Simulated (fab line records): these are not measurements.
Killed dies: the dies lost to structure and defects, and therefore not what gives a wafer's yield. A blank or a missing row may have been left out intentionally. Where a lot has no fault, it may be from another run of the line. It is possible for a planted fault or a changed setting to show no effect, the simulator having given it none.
fab line records	flow gf180mcu
record lots=24	wafers=72	lastDay=34
route steps=602 shown M2@376 V3@450 V4@494 V5@554
lots with no fault: from the same line, run without faults
startH: hours from the record's opening day to when the first of the lot's shown wafers began	waitH: how many hours have passed since the lot's step before this one	" as in the row above	L1.1+2: several wafers, shown together as one row	- no value present, or no start provided	* or withheld: withheld	< > ~ a bound
route shown NAME@n: names a module that has steps shown in the file, with the first one's number in the route	usual: the fault-free wafers' mean and standard deviation	same: alike in all rows	chamber/n: place in a boat	sites: per-site readings	_std_site: standard deviation of those values	_edge_site: mean of outer sites minus mean of inner sites	radiusMm: for every site, how far away it sits from the centre of the wafer	mask NAME#n: copy n	behind: tool/chamber where the wafer was last shaped	hold: why the lot went on hold/how many hours it stayed there/how the hold came to an end	device: the n, p or np transistor that did not switch	end of line: at the end of the route, the tests of the same wafers	where a step has no rows: the recipe by itself	killed: at the first sort, the dies lost to defects and structure; wafer yield is something else	map: the dies of a wafer, with x for killed, . for not killed, _ for no die there
set.NAME: the run value of the setting; set.NAME@STEP: its run value at that earlier step	model.NAME: the simulator's own value behind a step, which no gauge read
steps of the route over a sample of lots; a table a step, a row a wafer
services: when a tool's chamber went out of use (startH, in hours from the record's first day, below 0 if earlier), for how many hours, and the reason
## steps
# step GF_M2_CD_MEAS_14
# recipe targetCdNm=280
# usual cdNm=279.5/0.91
lot.wafer	tool	chamber	startH	waitH	cdNm
L074.2	cdSem-01	-	426.91	0.1	277.6
L074.4	"	-	"	"	278.5
L074.6	"	-	"	"	278.7
L075.2	cdSem-02	-	441.94	0.1	279.1
L075.3	"	-	"	"	278.5
L075.6	"	-	"	"	280.0
L076.1	cdSem-01	-	444.99	0.1	279.6
L076.2	"	-	"	"	280.5
L076.5	"	-	"	"	280.5
L077.1	cdSem-01	-	455.32	0.1	279.5
L077.4	"	-	"	"	279.1
L077.6	"	-	"	"	278.8
L078.3	cdSem-02	-	469.11	0.1	279.1
L078.4	"	-	"	"	280.2
L078.6	"	-	"	"	280.1
L079.3	cdSem-01	-	480.23	0.1	278.2
L079.5	"	-	"	"	278.4
L079.6	"	-	"	"	277.3
L080.3	cdSem-02	-	485.11	0.1	280.4
L080.4	"	-	"	"	280.4
L080.6	"	-	"	"	279.3
L081.2	cdSem-02	-	503.06	0.1	279.5
L081.5	"	-	"	"	278.9
L081.6	"	-	"	"	279.8
L082.1	cdSem-02	-	503.96	0.1	280.6
L082.2	"	-	"	"	280.2
L082.5	"	-	"	"	280.4
L083.2	cdSem-01	-	517.23	0.1	280.0
L083.3	"	-	"	"	280.4
L083.4	"	-	"	"	278.6
L084.1	cdSem-02	-	523.31	0.1	279.3
L084.3	"	-	"	"	279.6
L084.5	"	-	"	"	278.8
L085.1	cdSem-02	-	538.96	0.1	280.6
L085.2	"	-	"	"	281.4
L085.5	"	-	"	"	280.4
L086.3	cdSem-02	-	540.10	0.1	280.4
L086.4	"	-	"	"	279.7
L086.5	"	-	"	"	279.0
L087.1	cdSem-02	-	554.66	0.1	278.6
L087.3	"	-	"	"	278.6
L087.5	"	-	"	"	278.4
L088.1	cdSem-02	-	562.76	0.1	279.9
L088.4	"	-	"	"	280.7
L088.6	"	-	"	"	280.3
L089.1	cdSem-01	-	573.19	0.1	279.4
L089.5	"	-	"	"	280.6
L089.6	"	-	"	"	280.8
L090.2	cdSem-01	-	586.73	0.1	281.2
L090.3	"	-	"	"	281.2
L090.5	"	-	"	"	280.3
L091.2	cdSem-01	-	598.76	0.1	280.1
L091.4	"	-	"	"	279.6
L091.6	"	-	"	"	280.0
L092.2	cdSem-02	-	603.23	0.1	279.7
L092.4	"	-	"	"	278.6
L092.6	"	-	"	"	279.6
L093.3	cdSem-02	-	606.43	0.1	277.8
L093.4	"	-	"	"	278.1
L093.6	"	-	"	"	278.1
L094.2	cdSem-01	-	610.41	0.1	280.5
L094.4	"	-	"	"	280.2
L094.5	"	-	"	"	280.0
L095.1	cdSem-01	-	613.81	0.1	280.8
L095.2	"	-	"	"	281.5
L095.3	"	-	"	"	280.2
L096.4	cdSem-02	-	621.92	0.1	278.8
L096.5	"	-	"	"	277.2
L096.6	"	-	"	"	277.9
L097.1	cdSem-01	-	630.89	0.1	278.9
L097.3	"	-	"	"	279.7
L097.5	"	-	"	"	278.9
# step GF_V3_SPUTTER_21
# recipe material=Ti	targetThkNm=15	chamberPressurePa=5	powerW=2500	substrateTempC=200	timeS=80.02
# usual throttleValvePct=29.9/0.89
lot.wafer	tool	chamber	startH	waitH	throttleValvePct
L074.2	pvdSputter-01	-	504.71	0.0	29.0
L074.4	"	-	"	"	28.2
L074.6	"	-	"	"	31.0
L075.2	pvdSputter-01	-	520.17	0.0	31.0
L075.3	"	-	"	"	28.8
L075.6	"	-	"	"	28.6
L076.1	pvdSputter-01	-	522.22	0.0	28.7
L076.2	"	-	"	"	30.9
L076.5	"	-	"	"	30.9
L077.1	pvdSputter-03	-	533.50	0.0	30.1
L077.4	"	-	"	"	30.2
L077.6	"	-	"	"	30.3
L078.3	pvdSputter-02	-	544.96	0.0	28.0
L078.4	"	-	"	"	29.0
L078.6	"	-	"	"	29.9
L079.3	pvdSputter-02	-	554.13	0.0	29.3
L079.5	"	-	"	"	29.2
L079.6	"	-	"	"	28.0
L080.3	pvdSputter-01	-	559.01	0.0	30.8
L080.4	"	-	"	"	28.9
L080.6	"	-	"	"	30.5
L081.2	pvdSputter-03	-	574.81	0.0	30.4
L081.5	"	-	"	"	30.2
L081.6	"	-	"	"	30.5
L082.1	pvdSputter-01	-	575.00	0.0	28.9
L082.2	"	-	"	"	30.7
L082.5	"	-	"	"	30.7
L083.2	pvdSputter-01	-	588.91	0.0	30.9
L083.3	"	-	"	"	28.9
L083.4	"	-	"	"	30.6
L084.1	pvdSputter-01	-	595.71	0.0	31.1
L084.3	"	-	"	"	30.9
L084.5	"	-	"	"	29.0
L085.1	pvdSputter-03	-	609.06	0.0	30.0
L085.2	"	-	"	"	30.3
L085.5	"	-	"	"	30.3
L086.3	pvdSputter-02	-	610.12	0.0	27.9
L086.4	"	-	"	"	29.4
L086.5	"	-	"	"	30.0
L087.1	pvdSputter-01	-	623.32	0.0	28.4
L087.3	"	-	"	"	29.1
L087.5	"	-	"	"	30.7
L088.1	pvdSputter-03	-	630.76	0.0	30.1
L088.4	"	-	"	"	30.1
L088.6	"	-	"	"	30.2
L089.1	pvdSputter-01	-	640.44	0.0	30.8
L089.5	"	-	"	"	29.2
L089.6	"	-	"	"	30.9
L090.2	pvdSputter-03	-	654.27	0.0	29.9
L090.3	"	-	"	"	30.2
L090.5	"	-	"	"	29.8
L091.2	pvdSputter-01	-	662.61	0.0	30.7
L091.4	"	-	"	"	29.1
L091.6	"	-	"	"	30.9
L092.2	pvdSputter-03	-	669.24	0.0	30.0
L092.4	"	-	"	"	30.3
L092.6	"	-	"	"	29.8
L093.3	pvdSputter-01	-	670.55	0.0	28.6
L093.4	"	-	"	"	28.8
L093.6	"	-	"	"	31.2
L094.2	pvdSputter-03	-	674.85	0.0	30.3
L094.4	"	-	"	"	30.2
L094.5	"	-	"	"	30.3
L095.1	pvdSputter-03	-	677.62	0.0	30.2
L095.2	"	-	"	"	30.3
L095.3	"	-	"	"	30.2
L096.4	pvdSputter-03	-	684.82	0.0	30.3
L096.5	"	-	"	"	30.0
L096.6	"	-	"	"	30.5
L097.1	pvdSputter-02	-	693.16	0.0	27.9
L097.3	"	-	"	"	29.5
L097.5	"	-	"	"	29.1
# step GF_V3_SPUTTER_22
# recipe material=TiN	targetThkNm=10	chamberPressurePa=5	powerW=4000	timeS=40
# usual throttleValvePct=29.9/0.9
lot.wafer	tool	chamber	startH	waitH	throttleValvePct
L074.2	pvdSputter-01	-	504.77	0.0	28.9
L074.4	"	-	"	"	28.6
L074.6	"	-	"	"	31.0
L075.2	pvdSputter-01	-	520.23	0.0	30.7
L075.3	"	-	"	"	28.9
L075.6	"	-	"	"	28.6
L076.1	pvdSputter-01	-	522.28	0.0	28.9
L076.2	"	-	"	"	31.4
L076.5	"	-	"	"	31.0
L077.1	pvdSputter-03	-	533.56	0.0	30.4
L077.4	"	-	"	"	30.4
L077.6	"	-	"	"	30.0
L078.3	pvdSputter-02	-	545.02	0.0	27.8
L078.4	"	-	"	"	29.2
L078.6	"	-	"	"	29.9
L079.3	pvdSputter-02	-	554.19	0.0	29.6
L079.5	"	-	"	"	29.8
L079.6	"	-	"	"	27.8
L080.3	pvdSputter-01	-	559.07	0.0	30.7
L080.4	"	-	"	"	28.9
L080.6	"	-	"	"	30.7
L081.2	pvdSputter-03	-	574.87	0.0	30.4
L081.5	"	-	"	"	30.3
L081.6	"	-	"	"	29.9
L082.1	pvdSputter-01	-	575.06	0.0	29.2
L082.2	"	-	"	"	30.9
L082.5	"	-	"	"	30.8
L083.2	pvdSputter-01	-	588.97	0.0	30.4
L083.3	"	-	"	"	28.9
L083.4	"	-	"	"	30.3
L084.1	pvdSputter-01	-	595.77	0.0	30.9
L084.3	"	-	"	"	30.7
L084.5	"	-	"	"	28.7
L085.1	pvdSputter-03	-	609.12	0.0	30.2
L085.2	"	-	"	"	30.1
L085.5	"	-	"	"	30.3
L086.3	pvdSputter-02	-	610.18	0.0	28.0
L086.4	"	-	"	"	29.0
L086.5	"	-	"	"	30.2
L087.1	pvdSputter-01	-	623.38	0.0	28.4
L087.3	"	-	"	"	29.1
L087.5	"	-	"	"	30.7
L088.1	pvdSputter-03	-	630.82	0.0	30.4
L088.4	"	-	"	"	30.2
L088.6	"	-	"	"	30.4
L089.1	pvdSputter-01	-	640.50	0.0	30.8
L089.5	"	-	"	"	29.1
L089.6	"	-	"	"	30.8
L090.2	pvdSputter-03	-	654.33	0.0	30.0
L090.3	"	-	"	"	30.4
L090.5	"	-	"	"	30.2
L091.2	pvdSputter-01	-	662.67	0.0	31.0
L091.4	"	-	"	"	28.9
L091.6	"	-	"	"	31.0
L092.2	pvdSputter-03	-	669.30	0.0	30.4
L092.4	"	-	"	"	30.6
L092.6	"	-	"	"	30.3
L093.3	pvdSputter-01	-	670.61	0.0	28.7
L093.4	"	-	"	"	28.9
L093.6	"	-	"	"	31.0
L094.2	pvdSputter-03	-	674.91	0.0	30.2
L094.4	"	-	"	"	30.3
L094.5	"	-	"	"	30.3
L095.1	pvdSputter-03	-	677.68	0.0	30.5
L095.2	"	-	"	"	30.3
L095.3	"	-	"	"	30.1
L096.4	pvdSputter-03	-	684.88	0.0	29.8
L096.5	"	-	"	"	30.1
L096.6	"	-	"	"	30.5
L097.1	pvdSputter-02	-	693.22	0.0	28.2
L097.3	"	-	"	"	29.4
L097.5	"	-	"	"	28.8
# step GF_V4_STRIP_18
# recipe chemistry=O2/N2	powerW=1400	pressureMtorr=1500	platenTempC=250	o2FlowSccm=3000	n2FlowSccm=300	overashFraction=0.5
# usual drypumpMotorCurrentA=5.82/0.27	heaterPowerW=350/36	n2FlowSccm=300.0/0.87	oesProductAu=0.592/0.0044
lot.wafer	tool	chamber	startH	waitH	drypumpMotorCurrentA	heaterPowerW	n2FlowSccm	oesProductAu	rfHoursCounterH
L074.2	plasmaAsher-02	1	551.80	-	6.10	309	301.1	0.599	46
L074.4	"	1	"	"	6.09	314	300.8	0.588	-
L074.6	"	1	"	"	6.08	315	300.4	0.598	-
L075.2	plasmaAsher-01	1	566.95	-	5.51	359	299.1	0.590	14
L075.3	"	1	"	"	5.52	363	299.1	0.587	-
L075.6	"	0	"	"	5.90	407	299.4	0.589	-
L076.1	plasmaAsher-01	1	569.08	-	5.57	359	299.9	0.594	14
L076.2	"	0	"	"	5.87	403	299.9	0.592	14
L076.5	"	0	"	"	5.80	414	301.0	0.587	-
L077.1	plasmaAsher-02	1	580.70	-	6.05	313	300.5	0.592	49
L077.4	"	1	"	"	6.07	301	300.2	0.591	-
L077.6	"	0	"	"	5.92	318	299.0	0.587	-
L078.3	plasmaAsher-02	0	590.08	-	5.92	321	300.6	0.591	-
L078.4	"	1	"	"	6.10	309	300.2	0.587	-
L078.6	"	0	"	"	5.93	317	299.8	0.599	-
L079.3	plasmaAsher-02	1	600.28	-	6.10	314	300.6	0.581	-
L079.5	"	0	"	"	5.94	310	299.8	0.587	-
L079.6	"	1	"	"	6.09	323	300.0	0.598	-
L080.3	plasmaAsher-01	1	604.11	-	5.55	368	299.7	0.591	-
L080.4	"	0	"	"	5.83	406	299.6	0.594	-
L080.6	"	1	"	"	5.53	372	299.6	0.587	-
L081.2	plasmaAsher-02	1	619.25	-	6.15	314	300.5	0.589	53
L081.5	"	1	"	"	6.08	313	300.2	0.596	-
L081.6	"	0	"	"	5.94	308	300.6	0.601	-
L082.1	plasmaAsher-01	0	619.85	-	5.81	395	299.9	0.592	19
L082.2	"	1	"	"	5.58	373	300.2	0.594	19
L082.5	"	1	"	"	5.56	376	299.5	0.597	-
L083.2	plasmaAsher-02	1	633.72	-	6.12	307	299.6	0.590	55
L083.3	"	1	"	"	6.13	317	299.4	0.594	-
L083.4	"	0	"	"	5.93	306	300.5	0.590	-
L084.1	plasmaAsher-01	0	638.62	-	5.88	423	298.7	0.591	21
L084.3	"	1	"	"	5.55	368	300.3	0.594	-
L084.5	"	1	"	"	5.56	373	301.0	0.597	-
L085.1	plasmaAsher-02	0	651.50	-	5.92	304	301.3	0.595	57
L085.2	"	1	"	"	6.08	308	299.8	0.591	57
L085.5	"	0	"	"	5.93	310	298.5	0.596	-
L086.3	plasmaAsher-03	1	652.21	-	6.06	337	298.9	0.591	-
L086.4	"	0	"	"	5.27	359	300.8	0.595	-
L086.5	"	0	"	"	5.30	363	299.0	0.593	-
L087.1	plasmaAsher-01	0	664.55	-	5.90	413	299.9	0.601	24
L087.3	"	0	"	"	5.88	396	299.8	0.601	-
L087.5	"	0	"	"	5.86	397	300.0	0.593	-
L088.1	plasmaAsher-01	1	670.57	-	5.57	371	300.4	0.588	24
L088.4	"	0	"	"	5.86	404	300.7	0.595	-
L088.6	"	1	"	"	5.60	371	300.2	0.592	-
L089.1	plasmaAsher-02	0	681.55	-	5.93	318	301.6	0.594	61
L089.5	"	1	"	"	6.08	319	301.5	0.600	-
L089.6	"	0	"	"	5.93	310	301.3	0.590	-
L090.2	plasmaAsher-01	1	694.15	-	5.56	372	301.5	0.588	26
L090.3	"	1	"	"	5.56	370	301.5	0.591	-
L090.5	"	1	"	"	5.54	367	299.6	0.595	-
L091.2	plasmaAsher-03	0	703.27	-	5.32	371	301.8	0.585	92
L091.4	"	1	"	"	6.06	344	299.0	0.596	-
L091.6	"	1	"	"	6.06	336	300.0	0.598	-
L092.2	plasmaAsher-03	0	708.35	-	5.31	352	301.1	0.587	93
L092.4	"	0	"	"	5.31	368	301.7	0.590	-
L092.6	"	0	"	"	5.27	367	301.8	0.586	-
L093.3	plasmaAsher-03	0	710.88	-	5.31	357	299.9	0.597	-
L093.4	"	1	"	"	6.05	331	298.8	0.594	-
L093.6	"	0	"	"	5.32	358	300.9	0.594	-
L094.2	plasmaAsher-01	0	713.65	-	5.85	397	299.3	0.589	28
L094.4	"	0	"	"	5.89	413	298.2	0.589	-
L094.5	"	0	"	"	5.89	408	298.5	0.592	-
L095.1	plasmaAsher-02	1	716.57	-	6.12	310	300.3	0.584	65
L095.2	"	0	"	"	5.93	315	300.2	0.585	65
L095.3	"	1	"	"	6.11	307	300.7	0.583	-
L096.4	plasmaAsher-03	1	722.98	-	6.06	336	300.0	0.591	-
L096.5	"	1	"	"	6.06	329	299.1	0.592	-
L096.6	"	0	"	"	5.32	360	301.3	0.582	-
L097.1	plasmaAsher-03	0	732.12	-	5.29	352	301.6	0.594	95
L097.3	"	1	"	"	6.07	330	299.6	0.591	-
L097.5	"	0	"	"	5.29	367	299.9	0.588	-
# step GF_V5_CD_MEAS_14
# recipe targetCdNm=260
# usual cdNm=259.8/1.4
lot.wafer	tool	chamber	startH	waitH	cdNm
L074.2	cdSem-02	-	618.63	0.1	258.4
L074.4	"	-	"	"	258.9
L074.6	"	-	"	"	258.5
L075.2	cdSem-02	-	632.63	0.1	261.1
L075.3	"	-	"	"	260.1
L075.6	"	-	"	"	261.0
L076.1	cdSem-01	-	635.24	0.1	259.3
L076.2	"	-	"	"	259.5
L076.5	"	-	"	"	259.4
L077.1	cdSem-02	-	645.91	0.1	260.4
L077.4	"	-	"	"	260.5
L077.6	"	-	"	"	261.0
L078.3	cdSem-01	-	654.60	0.1	259.2
L078.4	"	-	"	"	258.9
L078.6	"	-	"	"	259.2
L079.3	cdSem-01	-	663.90	0.1	260.4
L079.5	"	-	"	"	262.5
L079.6	"	-	"	"	262.7
L080.3	cdSem-02	-	668.10	0.1	260.5
L080.4	"	-	"	"	260.3
L080.6	"	-	"	"	260.7
L081.2	cdSem-01	-	681.63	0.1	264.1
L081.5	"	-	"	"	262.4
L081.6	"	-	"	"	261.7
L082.1	cdSem-01	-	682.61	0.1	257.6
L082.2	"	-	"	"	257.4
L082.5	"	-	"	"	257.4
L083.2	cdSem-02	-	694.23	0.1	258.9
L083.3	"	-	"	"	260.1
L083.4	"	-	"	"	259.2
L084.1	cdSem-01	-	698.29	0.1	258.9
L084.3	"	-	"	"	258.6
L084.5	"	-	"	"	259.5
L085.1	cdSem-01	-	711.21	0.1	260.3
L085.2	"	-	"	"	260.5
L085.5	"	-	"	"	259.7
L086.3	cdSem-02	-	711.60	0.1	258.1
L086.4	"	-	"	"	258.2
L086.5	"	-	"	"	257.7
L087.1	cdSem-02	-	721.89	0.1	261.8
L087.3	"	-	"	"	260.9
L087.5	"	-	"	"	261.6
L088.1	cdSem-02	-	728.91	0.1	259.4
L088.4	"	-	"	"	259.8
L088.6	"	-	"	"	258.6
L089.1	cdSem-02	-	737.36	0.1	261.0
L089.5	"	-	"	"	260.5
L089.6	"	-	"	"	261.3
L090.2	cdSem-01	-	750.61	0.1	258.2
L090.3	"	-	"	"	259.3
L090.5	"	-	"	"	258.5
L091.2	cdSem-02	-	757.46	0.1	257.4
L091.4	"	-	"	"	259.0
L091.6	"	-	"	"	258.2
L092.2	cdSem-01	-	762.33	0.1	262.9
L092.4	"	-	"	"	261.6
L092.6	"	-	"	"	262.3
L093.3	cdSem-02	-	764.73	0.1	259.0
L093.4	"	-	"	"	258.8
L093.6	"	-	"	"	258.7
L094.2	cdSem-01	-	767.38	0.1	258.3
L094.4	"	-	"	"	258.3
L094.5	"	-	"	"	258.9
L095.1	cdSem-02	-	770.49	0.1	260.8
L095.2	"	-	"	"	259.8
L095.3	"	-	"	"	260.0
L096.4	cdSem-02	-	776.02	0.1	260.1
L096.5	"	-	"	"	259.4
L096.6	"	-	"	"	260.1
L097.1	cdSem-02	-	783.71	0.1	259.6
L097.3	"	-	"	"	259.7
L097.5	"	-	"	"	259.1
# step GF_V5_ETCH_17
# recipe chemistry=C4F8/O2/Ar	maskMaterial=KrF	target=SiO2	stopOn=TiN	sourceW=1500	biasW=1200	pressureMtorr=40	c4f8FlowSccm=withheld	O2_flow_sccm=6	Ar_flow_sccm=300	timeS=withheld	targetDepthA=8550
# usual oesProductAu=0.859/0.0042	rfFwdPowerW=1493/4.9
lot.wafer	tool	chamber	startH	waitH	oesProductAu	rfFwdPowerW
L074.2	rieDiel-03	2	-	-	0.849	1493
L074.4	"	1	"	"	0.857	1488
L074.6	"	3	"	"	0.865	1492
L075.2	rieDiel-03	3	-	-	0.855	1503
L075.3	"	1	"	"	0.861	1492
L075.6	"	0	"	"	0.861	1491
L076.1	rieDiel-01	1	-	-	0.867	1496
L076.2	"	0	"	"	0.857	1490
L076.5	"	3	"	"	0.862	1488
L077.1	rieDiel-03	0	-	-	0.854	1490
L077.4	"	2	"	"	0.868	1492
L077.6	"	3	"	"	0.862	1494
L078.3	rieDiel-01	0	-	-	0.860	1495
L078.4	"	2	"	"	0.865	1493
L078.6	"	3	"	"	0.853	1492
L079.3	rieDiel-02	2	-	-	0.863	1494
L079.5	"	2	"	"	0.855	1490
L079.6	"	1	"	"	0.860	1490
L080.3	rieDiel-01	3	-	-	0.861	1485
L080.4	"	2	"	"	0.857	1494
L080.6	"	0	"	"	0.857	1489
L081.2	rieDiel-03	0	-	-	0.862	1499
L081.5	"	3	"	"	0.859	1495
L081.6	"	2	"	"	0.853	1496
L082.1	rieDiel-01	3	-	-	0.857	1497
L082.2	"	2	"	"	0.856	1505
L082.5	"	0	"	"	0.855	1489
L083.2	rieDiel-01	3	-	-	0.855	1491
L083.3	"	1	"	"	0.858	1496
L083.4	"	0	"	"	0.859	1498
L084.1	rieDiel-03	0	-	-	0.851	1490
L084.3	"	2	"	"	0.857	1496
L084.5	"	2	"	"	0.864	1494
L085.1	rieDiel-01	2	-	-	0.863	1490
L085.2	"	1	"	"	0.866	1499
L085.5	"	3	"	"	0.863	1495
L086.3	rieDiel-03	2	-	-	0.863	1501
L086.4	"	1	"	"	0.866	1481
L086.5	"	3	"	"	0.856	1488
L087.1	rieDiel-01	1	-	-	0.858	1495
L087.3	"	3	"	"	0.861	1490
L087.5	"	2	"	"	0.862	1486
L088.1	rieDiel-02	3	-	-	0.860	1492
L088.4	"	1	"	"	0.862	1491
L088.6	"	2	"	"	0.855	1485
L089.1	rieDiel-01	1	-	-	0.856	1489
L089.5	"	3	"	"	0.858	1491
L089.6	"	2	"	"	0.857	1495
L090.2	rieDiel-03	0	-	-	0.854	1496
L090.3	"	1	"	"	0.859	1497
L090.5	"	2	"	"	0.860	1490
L091.2	rieDiel-03	1	-	-	0.864	1494
L091.4	"	0	"	"	0.864	1495
L091.6	"	2	"	"	0.859	1495
L092.2	rieDiel-02	1	-	-	0.853	1484
L092.4	"	0	"	"	0.859	1502
L092.6	"	0	"	"	0.859	1501
L093.3	rieDiel-02	3	-	-	0.855	1495
L093.4	"	0	"	"	0.865	1499
L093.6	"	2	"	"	0.855	1487
L094.2	rieDiel-02	3	-	-	0.854	1496
L094.4	"	1	"	"	0.857	1489
L094.5	"	3	"	"	0.859	1496
L095.1	rieDiel-03	1	-	-	0.857	1487
L095.2	"	0	"	"	0.866	1490
L095.3	"	3	"	"	0.858	1495
L096.4	rieDiel-02	3	-	-	0.854	1502
L096.5	"	1	"	"	0.866	1502
L096.6	"	2	"	"	0.868	1488
L097.1	rieDiel-03	3	-	-	0.856	1493
L097.3	"	0	"	"	0.859	1496
L097.5	"	1	"	"	0.851	1498
## services
tool	chamber	startH	hours	kind
rieDiel-02	-	493.94	1.2	repair
rieDiel-01	2	497.42	1.4	repair
pvdSputter-02	-	499.35	1.5	repair
plasmaAsher-01	-	500.61	1.1	repair
plasmaAsher-03	-	514.53	1.3	repair
pvdSputter-01	-	515.26	2.6	repair
rieDiel-03	1	558.97	12.3	repair
rieDiel-01	-	566.21	4.0	pm
plasmaAsher-03	-	599.94	0.8	repair
plasmaAsher-03	-	603.95	2.8	pm
pvdSputter-01	-	608.71	7.4	repair
rieDiel-03	-	617.61	1.0	repair
rieDiel-02	-	622.33	2.8	pm
pvdSputter-01	-	647.86	1.0	repair
pvdSputter-02	-	666.11	0.9	repair
pvdSputter-01	-	666.15	2.7	repair
plasmaAsher-01	-	672.65	7.4	repair
plasmaAsher-01	-	672.86	0.9	repair
pvdSputter-02	-	697.17	0.5	repair
rieDiel-01	0	708.66	14.3	repair
pvdSputter-03	-	723.26	16.2	repair
pvdSputter-02	-	744.08	6.6	repair
plasmaAsher-02	-	749.46	8.3	repair
rieDiel-01	-	773.38	14.6	pm
## key
fault none
